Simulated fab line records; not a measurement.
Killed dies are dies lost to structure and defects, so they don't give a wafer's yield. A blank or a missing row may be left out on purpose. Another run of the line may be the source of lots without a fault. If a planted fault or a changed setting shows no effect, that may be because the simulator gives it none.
Comparing a struck lot with a sound one :: flow sky130 :: 15 steps out of a route of 708
Sound: these wafers, L228.1, L228.3, L228.6. Struck: wafers L218.2, L218.4, L218.6. At the end, the cause is stated.
Each step with rows lists, per side, the tool, then ch with its chambers, then its first start. Under that, the readings that differ: sound wafers :: struck wafers :: difference of the means :: sigmas: that difference in standard deviations of wafers without a fault.
alike: readings whose means differ by less than 2 such deviations, and words and numbers that are the same on both sides. not compared: withheld readings, readings that some wafer has no value for, bounds like >300 that may hide the same value, and numbers for which the record gives no deviation and whose values overlap.
Wherever a step has rows on one side only, a row that says differs or no value, or a row with sigmas, the two part there. Numbers that have no deviation but don't overlap get no sigmas and don't part them. A reading that every wafer of one side lacks parts them only if that side has two wafers or more.

first, 1 step without rows for these wafers: SKY_POLY_GATE_OXIDATION_20 (stabilise 600 s, purge 300 s, target thk 4 nm).
SKY_POLY_GATE_THK_MEAS_21:
  sound on film-metro-02 at day 22 05:00; struck on film-metro-03 at day 18 15:37
  alike: POLY_GATE_OXIDATION_THK
SKY_POLY_GATE_CD_MEAS_22:
  sound on cd-sem-01 at day 22 05:04; struck on cd-sem-01 at day 18 15:42
  alike: cd-nm
then, 7 steps without rows for these wafers: SKY_LDD_N_DEHYDRATE_00 (time 60 s); SKY_LDD_N_HMDS_01 (prime time 60 s); SKY_LDD_N_COAT_02 (resist thk 300 nm); SKY_LDD_N_SOFTBAKE_03 (time 57.73 s); SKY_LDD_N_EXPOSE_04 (exposes mask NTM, target cd 840 nm); SKY_LDD_N_PEB_05; SKY_LDD_N_DEVELOP_06 (develop time 60 s).
SKY_LDD_N_OVL_MEAS_07:
  sound on overlay-02 at day 23 11:18; struck on overlay-02 at day 19 22:58
  alike: LDD_N_OVL
following that, these wafers have no rows for 1 step: SKY_LDD_N_IMPLANT_08.
SKY_LDD_N_IMPLANT_09:
  sound on implanter-03 ch 0, day 23 11:29; struck on implanter-03 ch 0, day 19 23:11
reading: dose-ions-cm2
sound: 7.52e+13 7.5e+13 7.489e+13
struck: 6.787e+13 6.78e+13 6.788e+13
difference: -7.180e+12
sigmas: -88

reading: faraday-current-uA
sound: 433 440 435
struck: 385 378 388
difference: -52
sigmas: -6
following that, these wafers have no rows for 1 step: SKY_LDD_N_IMPLANT_10.
-- here the record skips 27 days between the struck wafers' starts before and after, leaving off in module LDD_N and picking up in module PAD_OPEN (first step shown: number 708 of the route) --
SKY_PAD_OPEN_PROBE_99:
  sound on prober-01 at day 49 11:15; struck on prober-01 at day 47 06:29
reading: killed-open
sound: 60 44 53
struck: 33 37 33
difference: -18
sigmas: -3
  alike: killed_at_M0_to_M3, killed_at_M4_up, killed-at-contacts, killed-at-front-end, killed-at-other, killed-dies, killed-short
  not compared: model.etest.tip-n.rs-ohm-sq

== WHERE THEY PART ==
First at SKY_LDD_N_IMPLANT_09; last, within this record, at SKY_PAD_OPEN_PROBE_99.

WHY: what the simulator had put in
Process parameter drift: implanter-03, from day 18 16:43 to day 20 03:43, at SKY_LDD_N_IMPLANT_09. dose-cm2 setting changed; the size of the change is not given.
